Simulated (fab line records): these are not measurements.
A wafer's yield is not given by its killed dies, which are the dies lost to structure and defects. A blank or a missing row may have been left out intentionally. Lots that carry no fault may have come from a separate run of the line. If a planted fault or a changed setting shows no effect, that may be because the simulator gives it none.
Comparing a struck lot with a sound one :: flow sky130 :: 23 out of 708 route steps
Sound: wafers L405.1, L405.5, L405.6. Wafers struck: L413.3, L413.5, L413.6. The cause is given at the end.
Order at every step that has rows: each side's tool, ch and its chambers, its first start. Under that, the readings that differ: sound wafers :: struck wafers :: difference of the means :: sigmas: that difference in standard deviations of wafers without a fault.
alike: same words and numbers on both sides, and readings whose means sit less than 2 such deviations apart. not compared: any withheld reading, any reading some wafer has no value for, any bound like >300 that may hide the same value, and any number with overlapping values for which the record gives no deviation.
The two part at a step that has a row with sigmas, a row that says differs or no value, or rows on one side only. When numbers do not overlap yet have no deviation, they are printed without sigmas and do not part them. Lack of a reading on every wafer of one side parts them only where that side has two or more wafers.

first, 5 steps without rows for these wafers: SKY_VT_ADJUST_NCORE_COAT_02 (resist thk 1140 nm); SKY_VT_ADJUST_NCORE_SOFTBAKE_03 (time 60 s); SKY_VT_ADJUST_NCORE_EXPOSE_04 (exposes mask LVTN COMPLEMENT THIN, target cd 380 nm); SKY_VT_ADJUST_NCORE_PEB_05; SKY_VT_ADJUST_NCORE_DEVELOP_06 (develop time 58.31 s).
SKY_VT_ADJUST_NCORE_CD_MEAS_07: the cd target is 380 nm.
  sound: cd-sem-02 at day 12 09:53; struck: cd-sem-02 at day 14 14:31
  alike: cd-nm
SKY_VT_ADJUST_NCORE_OVL_MEAS_08:
  sound: overlay-02 at day 12 10:00; struck: overlay-02 at day 14 14:37
  alike: VT_ADJUST_NCORE_OVL
next, for these wafers, 1 step has no rows: SKY_VT_ADJUST_NCORE_IMPLANT_09.
SKY_VT_ADJUST_NCORE_STRIP_10: strips in O2/N2.
  sound on plasma-asher-03 ch 0,1, day 12 10:11; struck on plasma-asher-04 ch 0,1, day 14 14:49
  alike: drypump-motor-current-A, n2-flow-sccm, oes-product-au, strip-time-to-endpoint-s
  not compared: rf-hours-counter-h
SKY_VT_ADJUST_NCORE_TW_MEAS_11:
  sound: film-metro-02 at day 12 10:17; struck: film-metro-01 at day 14 14:54
  alike: VT_ADJUST_NCORE_TW
then, 2 steps without rows for these wafers: SKY_VT_ADJUST_HVTR_DEHYDRATE_00 (time 60 s); SKY_VT_ADJUST_HVTR_HMDS_01 (prime time 60 s).
SKY_VT_ADJUST_HVTR_COAT_02: resist thk 1140 nm.
  sound on litho-track-01 ch 0, day 12 21:53; struck on litho-track-01 ch 0, day 15 02:23
reading: spin-speed-rpm (rpm)
sound: 3001.9 2999.5 3001.0
struck: 3111.0 3113.6 3111.1
difference: +111.1
sigmas: +65

reading: model.NOVOLAK_of_VT_ADJUST_HVTR_COAT_02.thk-nm (nm)
sound: 1140 1140 1142
struck: 1114 1113 1118
difference: -26
sigmas: 
then, 3 steps without rows for these wafers: SKY_VT_ADJUST_HVTR_SOFTBAKE_03 (time 60 s); SKY_VT_ADJUST_HVTR_EXPOSE_04 (exposes mask HVTRM, target cd 380 nm); SKY_VT_ADJUST_HVTR_PEB_05.
SKY_VT_ADJUST_HVTR_DEVELOP_06: develop time 60 s.
  sound on litho-track-03 ch 0, day 13 10:49; struck on litho-track-03 ch 0, day 15 15:37
reading: model.NOVOLAK_of_VT_ADJUST_HVTR_COAT_02.thk-nm (nm)
sound: 1140 1139 1142
struck: 1114 1112 1117
difference: -26
sigmas: 
SKY_VT_ADJUST_HVTR_CD_MEAS_07: the cd target is 380 nm.
  sound: cd-sem-01 at day 13 10:58; struck: cd-sem-01 at day 15 15:50
reading: cd-nm (nm)
sound: 376.3 377.4 376.0
struck: 380.8 383.9 383.7
difference: +6.2
sigmas: +3
SKY_VT_ADJUST_HVTR_OVL_MEAS_08:
  sound: overlay-01 at day 13 11:05; struck: overlay-01 at day 15 15:56
reading: VT_ADJUST_HVTR_OVL (nm)
sound: 1.1 2.4 3.1
struck: -1.5 -1.1 -0.9
difference: -3.4
sigmas: -3
next, for these wafers, 1 step has no rows: SKY_VT_ADJUST_HVTR_IMPLANT_09.
SKY_VT_ADJUST_HVTR_STRIP_10: strips in O2/N2.
  sound on plasma-asher-02 ch 0,1, day 13 11:16; struck on plasma-asher-02 ch 0,1, day 15 16:08
reading: strip-time-to-endpoint-s (s)
sound: 14.20 14.17 14.22
struck: 13.87 13.86 13.91
difference: -0.32
sigmas: -9
  alike: drypump-motor-current-A, n2-flow-sccm, oes-product-au
  not compared: rf-hours-counter-h
SKY_VT_ADJUST_HVTR_TW_MEAS_11:
  sound: film-metro-01 at day 13 11:22; struck: film-metro-04 at day 15 16:14
  alike: VT_ADJUST_HVTR_TW
next, for these wafers, 1 step has no rows: SKY_PAD_OPEN_PROBE_99.

== WHERE THEY PART ==
At SKY_VT_ADJUST_HVTR_COAT_02 first; at SKY_VT_ADJUST_HVTR_STRIP_10 last (within this record only). Later steps at which nothing parts them and some readings are alike: SKY_VT_ADJUST_HVTR_TW_MEAS_11.

WHY: what the simulator had put in
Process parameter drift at SKY_VT_ADJUST_HVTR_COAT_02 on litho-track-01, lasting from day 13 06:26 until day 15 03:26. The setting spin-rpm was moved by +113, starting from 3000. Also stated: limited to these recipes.
